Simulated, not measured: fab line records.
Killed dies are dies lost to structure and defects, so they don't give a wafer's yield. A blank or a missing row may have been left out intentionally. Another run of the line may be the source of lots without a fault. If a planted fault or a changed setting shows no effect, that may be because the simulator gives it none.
A single fault, viewed from 2 desks :: flow gf180mcu :: what lay behind the numbers comes last; until then each desk has only its own

## THE METROLOGY DESK
Means of the sampled wafers that have a number, per lot and without regard to the tool the lot ran on: this is what the gauges read. If a lot's mean is further than 4 standard deviations from the usual mean, the lot is out of limits and carries the mark OUT (the distance appears in the brackets).
Columns: A = NSD_TW at GF_NSD_TW_MEAS_12, usual 4275; B = SALICIDE_TIN_RS at GF_SALICIDE_RS_MEAS_04, usual 16.1 ohm/sq; C = CONTACT_BOW at GF_CONTACT_BOW_MEAS_05, usual 65 um
lot: L311
first seen here: day 13 15:49
A: 4267
B: 16.2
C: 64

lot: L312
first seen here: day 13 23:55
A: 4309
B: 16.6
C: 60

lot: L313
first seen here: day 14 16:38
A: 4277
B: 15.8
C: 68

lot: L314
first seen here: day 15 01:55
A: 4292
B: 15.8
C: 62

lot: L315
first seen here: day 15 05:33
A: 4292
B: 16.2
C: 67

lot: L316
first seen here: day 15 09:58
A: 4289
B: 15.8
C: 74

lot: L317
first seen here: day 15 23:07
A: 4321
B: 15.7
C: 70

lot: L318
first seen here: day 16 08:56
A: 4249
B: 15.9
C: 71

lot: L319
first seen here: day 16 17:59
A: 4289
B: 16.0
C: 62

lot: L321
first seen here: day 17 01:31
A: 4259
B: 16.5
C: 63

lot: L323
first seen here: day 17 21:49
A: 4253
B: 16.1
C: 61

lot: L330
first seen here: day 20 05:46
A: 4234
B: 16.2
C: 62

lot: L331
first seen here: day 20 17:35
A: 4257
B: 17.4
C: 71

lot: L332
first seen here: day 20 21:26
A: 4280
B: 17.1
C: 63
This desk found nothing out of limits on any of the 14 lots.

## FOR THE TOOL OWNER'S DESK: pvdSputter-03
The tool's own readings at GF_SALICIDE_SPUTTER_02 (material Co, target thk 10 nm, time 20 s): means of the sampled wafers that have a number, for each lot that ran on this tool. If a lot's mean is further than 4 standard deviations from the usual mean, the lot is out of limits and carries the mark OUT (the distance appears in the brackets).
Columns: A = throttleValvePct at GF_SALICIDE_SPUTTER_02, usual 30.2 %
lot: L312
first seen here: day 15 18:57
A: 30.5

lot: L321
first seen here: day 19 01:14
A: 30.6

lot: L323
first seen here: day 19 22:51
A: 30.3

lot: L331
first seen here: day 22 18:10
A: 30.5

lot: L332
first seen here: day 22 21:51
A: 30.0
This desk found nothing out of limits on any of the 5 lots.

## ALL TOGETHER
From the metrology desk's view, nothing was out of limits.
The desk of the tool owner found nothing out of limits.

## WHAT THE SIMULATOR HAD INSERTED
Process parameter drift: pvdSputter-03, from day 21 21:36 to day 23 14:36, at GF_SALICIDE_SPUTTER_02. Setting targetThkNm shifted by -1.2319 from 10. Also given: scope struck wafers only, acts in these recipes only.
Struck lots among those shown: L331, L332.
